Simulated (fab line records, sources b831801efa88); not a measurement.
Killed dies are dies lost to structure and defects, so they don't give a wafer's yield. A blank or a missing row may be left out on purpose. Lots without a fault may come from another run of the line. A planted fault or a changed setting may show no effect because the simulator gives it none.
Problem report in the 8D (eight disciplines) form, filled by code | flow sky130 | the parts of the form that need people (team, actions taken, sign-off) are left out

1. THE PROBLEM
CAP2M_TIN_RS at SKY_CAP2M_RS_MEAS_03 reads a mean of 7.60 ohm/sq on 1 wafer of 1 lot; wafers without a fault read 6.91 ohm/sq with a standard deviation of 0.075. That is +9.2 standard deviations from the usual mean.
The step: measures by four-point-probe.
First seen on wafer L910.5, day 45 09:24, on film_metro-02. The record holds 29 wafers of 10 lots with a number at this step. Rule for "out", or "out of limits": more than 4 standard deviations from the usual mean. The other wafers with a number count as sound.

2. WHAT IT IS AND WHAT IT IS NOT
question                    | is                | is not
which readings at this step | CAP2M_TIN_RS      | -
which lots                  | L910              | L891, L892, L893, L894, L896, L897, L901, L902, L914
which wafers of those lots  | L910.5            | L910.1
read on which gauges        | film_metro-02     | film_metro-04
when                        | from day 45 09:24 | up to then (25 sound wafers); but 3 sound wafers of L914 came after

3. SUSPECTS, AND WHAT RULES EACH OUT
Counting: a tool at a process step up to the reading stays a suspect if it ran every lot that is out. Sound lots after the first of them don't rule it out here, since some wafers of a struck lot are sound.
- the gauge at SKY_CAP2M_RS_MEAS_03: ruled out. All the wafers that are out were read on film_metro-02, but those of them that SKY_CAP2M_METAL_ETCH_13 has rows for are out there too, on other tools.
- plasma_asher-02 at SKY_METAL3_STRIP_19 (strips in O2/N2): kept. It ran the lot that is out, L910 (day 44 08:21); its last sound lot up to then is L901 (day 41 12:31).
- cmp-02 at SKY_VIA3_CMP_02 (polishes SiO2): kept. It ran the lot that is out, L910 (day 44 09:19); its last sound lot up to then is L901 (day 41 13:20).
- pvd_sputter-04 at SKY_CAP2M_SPUTTER_02 (material TiN, target thk 200 nm, time 166.7 s): kept. It ran the lot that is out, L910 (day 45 09:17); its last sound lot up to then is L902 (day 42 22:53).
- Within plasma_asher-02 at SKY_METAL3_STRIP_19: the wafers that are out ran in chamber 0; their sound lot-mates ran in chamber 1.
Left after counting: plasma_asher-02 at SKY_METAL3_STRIP_19, cmp-02 at SKY_VIA3_CMP_02, pvd_sputter-04 at SKY_CAP2M_SPUTTER_02.

4. THE CAUSE (what the simulator had put in)
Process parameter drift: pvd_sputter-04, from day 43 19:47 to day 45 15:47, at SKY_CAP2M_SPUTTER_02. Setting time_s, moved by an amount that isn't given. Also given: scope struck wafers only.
Counting left 3 suspects, and this tool is among them.

5. THE CHAIN OF EFFECTS, in route order
Each row: a reading whose mean over the struck wafers that have a number lies more than 3 standard deviations from the usual. Only readings for which the record gives a usual standard deviation are gone through. hours: the time from each lot's start at the first step in this table that gives one to its start at this step, as a median over the lots. sigmas: the change in usual standard deviations.
hours | step                    | reading            | usual       | on struck wafers | change | sigmas
0     | SKY_CAP2M_RS_MEAS_03    | CAP2M_TIN_RS       | 6.91 ohm/sq | 7.60             | +0.69  | +9.2
0     | SKY_CAP2M_THK_MEAS_04   | CAP2M_TIN_THK      | 198.8 nm    | 180.4            | -18.4  | -8.8
21    | SKY_CAP2M_METAL_ETCH_13 | oes_product_au     | 0.941 a.u.  | 0.893            | -0.048 | -6.6
21    | SKY_CAP2M_METAL_ETCH_13 | throttle_valve_pct | 21.903 %    | 21.936           | +0.033 | +3.5
The process steps in it:
- SKY_CAP2M_METAL_ETCH_13: etches TiN in Cl2/BCl3, stops on SiO2, target depth 220 nm, time 62.9 s.

6. WHAT WOULD HAVE CAUGHT IT SOONER
In this record the first reading out of limits at a measuring or inspecting step was taken at day 45 09:24, 38 hours after the fault began at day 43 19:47.
Of the tool readings at SKY_CAP2M_SPUTTER_02 for which the record gives a usual standard deviation, none was out on any struck wafer, so an alarm limit of 4 standard deviations on them would not have fired.
All the lots that are out (1) had begun SKY_CAP2M_SPUTTER_02 on pvd_sputter-04 by day 45 09:24. A hold on the tool at that time would have spared none of them.
